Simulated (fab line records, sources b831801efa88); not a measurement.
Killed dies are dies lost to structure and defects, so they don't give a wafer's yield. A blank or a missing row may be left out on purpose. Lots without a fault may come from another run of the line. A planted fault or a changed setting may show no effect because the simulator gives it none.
Which tool did it? | flow sky130 | 13 lots, 39 wafers sampled, at 2 steps of a route of 708

WHAT THE GAUGES READ, wafer by wafer
SKY_VT_ADJUST_LVTN_OVL_MEAS_07.
lot  | measured     | on         | VT_ADJUST_LVTN_OVL (nm)
L700 | day 7 07:13  | overlay-01 | 4.7 3.9 3.0
L703 | day 7 20:01  | overlay-01 | 2.3 2.6 2.3
L705 | day 8 11:50  | overlay-02 | 1.7 4.2 3.4
L706 | day 8 16:19  | overlay-02 | 3.0 3.3 3.6
L707 | day 9 01:10  | overlay-02 | 2.7 -0.3 -0.6
L708 | day 9 08:00  | overlay-02 | 2.3 1.1 1.2
L711 | day 10 01:44 | overlay-01 | 2.0 0.5 0.7
L715 | day 11 02:52 | overlay-02 | 2.4 2.9 2.6
L717 | day 11 13:53 | overlay-02 | 1.3 1.1 1.0
L718 | day 11 19:23 | overlay-01 | 0.1 1.4 -0.7
L719 | day 12 02:25 | overlay-01 | 0.8 2.5 1.8
L720 | day 12 11:40 | overlay-02 | 1.0 -0.1 1.4
L721 | day 12 21:08 | overlay-02 | -0.1 -0.6 -0.2

SKY_VT_ADJUST_LVTN_OVL_MEAS_18.
lot  | measured     | on         | VT_ADJUST_LVTN_01_OVL (nm)
L700 | day 8 03:28  | overlay-01 | -1.0 -1.1 -1.4
L703 | day 8 16:17  | overlay-01 | 0.9 -0.1 1.7
L705 | day 9 07:31  | overlay-01 | -1.0 -1.0 -2.0
L706 | day 9 12:25  | overlay-01 | -3.6 -0.3 -0.3
L707 | day 9 22:50  | overlay-02 | -1.0 -0.2 0.9
L708 | day 10 05:56 | overlay-02 | 1.4 0.4 1.3
L711 | day 10 23:46 | overlay-01 | 0.9 0.9 1.9
L715 | day 12 01:35 | overlay-02 | 1.4 3.1 0.7
L717 | day 12 12:31 | overlay-02 | -1.1 -0.2 -2.4
L718 | day 12 19:20 | overlay-02 | 1.5 3.0 3.7
L719 | day 13 03:59 | overlay-02 | 2.4 3.1 2.6
L720 | day 13 13:23 | overlay-01 | 1.3 1.0 2.7
L721 | day 13 23:20 | overlay-02 | 2.6 1.0 1.7

WHICH TOOL RAN EACH LOT (tool, then ch and the chambers of the sampled wafers, then the start)
The record holds no process step before these readings.

WHAT THE TOOLS THEMSELVES READ (means of the sampled wafers that have a number; where no wafer has one, the mark that the record gives instead)
The record holds no such reading with a usual standard deviation.

THE ANSWER, worked out from the rows above alone
Rule: what is usual is taken from the lots themselves. Put in order of their means at a reading, lots are off if they are a third of the lots or fewer, leave a main group of 4 or more, and stand apart from it by a gap of 3 or more times the standard deviation of the main group's means; of several such gaps the widest counts. A main group whose means are all the same, to the digits that the tables above print for the reading, isn't used. A lot without any number at a reading at which 4 lots or more have one is off too. The other lots that the step has rows for count as sound. The gauges are gone through in route order, then the tools' own readings, and for those a lot's mean is taken as printed above. The first step at which some lot is off is used, and at that step the reading that is off furthest; a lot without a number counts as furthest.
No lot is off at any reading shown: from this, nothing can be told.

WHAT THE SIMULATOR HAD PUT IN
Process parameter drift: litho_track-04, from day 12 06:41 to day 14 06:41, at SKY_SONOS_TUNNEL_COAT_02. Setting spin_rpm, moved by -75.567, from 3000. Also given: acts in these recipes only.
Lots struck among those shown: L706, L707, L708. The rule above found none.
